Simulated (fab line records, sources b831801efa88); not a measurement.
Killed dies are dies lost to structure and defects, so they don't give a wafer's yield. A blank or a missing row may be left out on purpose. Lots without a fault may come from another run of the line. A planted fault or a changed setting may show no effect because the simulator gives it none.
One fault seen from 2 desks | flow gf180mcu | each desk has only its own numbers; what lay behind them comes last

THE METROLOGY DESK
What the gauges read, lot by lot, whatever tool the lot ran on: means of the sampled wafers that have a number. A lot is out of limits, marked OUT, if its mean lies more than 4 standard deviations from the usual mean; the brackets give that distance.
Columns: A = NSD_OVL at GF_NSD_OVL_MEAS_08, usual -0.2 nm; B = NSD_TW at GF_NSD_TW_MEAS_12, usual 4208; C = PSD_OVL at GF_PSD_OVL_MEAS_08, usual -0.4 nm; D = NSD_RS at GF_PSD_RS_MEAS_14, usual 46.13 ohm/sq; E = PSD_RS at GF_PSD_RS_MEAS_15, usual 108.55 ohm/sq
lot  | first seen here | A    | B    | C    | D               | E
L578 | day 13 15:39    | 0.0  | 4213 | 0.9  | 46.00           | 108.54
L580 | day 14 02:11    | 0.8  | 4185 | -1.0 | 46.13           | 109.00
L581 | day 14 11:01    | -0.9 | 4214 | -0.3 | 46.04           | 108.24
L582 | day 14 15:20    | -1.0 | 4195 | 0.8  | 46.09           | 108.35
L585 | day 16 00:04    | -1.0 | 4216 | 1.2  | 46.18           | 108.90
L587 | day 16 04:00    | 1.0  | 4244 | -1.5 | 46.11           | 108.41
L589 | day 17 05:49    | -0.1 | 4190 | 0.8  | 46.07           | 108.16
L590 | day 17 12:56    | -1.6 | 4208 | -1.8 | 46.27           | 108.81
L591 | day 17 22:05    | -1.0 | 4184 | 0.3  | 46.19           | 108.74
L593 | day 18 12:41    | 0.3  | 4283 | 3.1  | 42.68 (-37) OUT | 98.66 (-35) OUT
L594 | day 18 22:46    | -0.9 | 4262 | -0.4 | 42.52 (-38) OUT | 98.47 (-36) OUT
L600 | day 21 01:31    | -1.6 | 4249 | -0.6 | 46.19           | 108.79
L601 | day 21 12:47    | 0.7  | 4223 | -2.8 | 46.23           | 108.69
This desk's finding: out of limits on L593, L594; first on L593, day 19 13:57 (NSD_RS at GF_PSD_RS_MEAS_14). In limits: L578, L580, L581, L582, L585, L587, L589, L590, L591, L600, L601.

THE TOOL OWNER'S DESK: rtp_anneal-01
The tool's own readings at GF_PSD_RTA_13 (time 20 s): means of the sampled wafers that have a number, for each lot that ran on this tool. A lot is out of limits, marked OUT, if its mean lies more than 4 standard deviations from the usual mean; the brackets give that distance.
Columns: A = anneal_temp_c_max at GF_PSD_RTA_13, usual 1030.6; B = chamber_o2_ppm at GF_PSD_RTA_13, usual 2.000; C = lamp_power_pct at GF_PSD_RTA_13, usual 36.6 %; D = wafer_temp_C_max at GF_PSD_RTA_13, usual 1030.3
lot  | first seen here | A      | B     | C    | D
L581 | day 15 08:56    | 1029.6 | 2.016 | 35.5 | 1031.7
L585 | day 16 23:23    | 1029.8 | 2.039 | 35.5 | 1032.6
L587 | day 17 03:53    | 1030.1 | 2.018 | 35.5 | 1031.4
L590 | day 18 13:31    | 1029.5 | 1.990 | 35.5 | 1033.1
L591 | day 18 22:39    | 1029.9 | 2.001 | 35.5 | 1033.2
L593 | day 19 13:52    | 1029.2 | 2.013 | 35.5 | 1031.6
L594 | day 20 00:12    | 1030.7 | 1.970 | 35.5 | 1033.0
This desk's finding: nothing out of limits on any of the 7 lots.

PUT TOGETHER
The metrology desk could have raised an alarm at day 19 13:57, on L593, L594.
The tool owner's desk saw nothing out of limits.
The tool owner's desk has L593, L594 on record, within its limits.
Of the lots named, all ran GF_PSD_RTA_13 on rtp_anneal-01.

WHAT THE SIMULATOR HAD PUT IN
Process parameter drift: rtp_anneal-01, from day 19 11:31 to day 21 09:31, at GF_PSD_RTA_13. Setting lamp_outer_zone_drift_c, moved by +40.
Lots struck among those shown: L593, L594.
Hours from the fault's start to each desk's first reading out of limits: the metrology desk, 2.
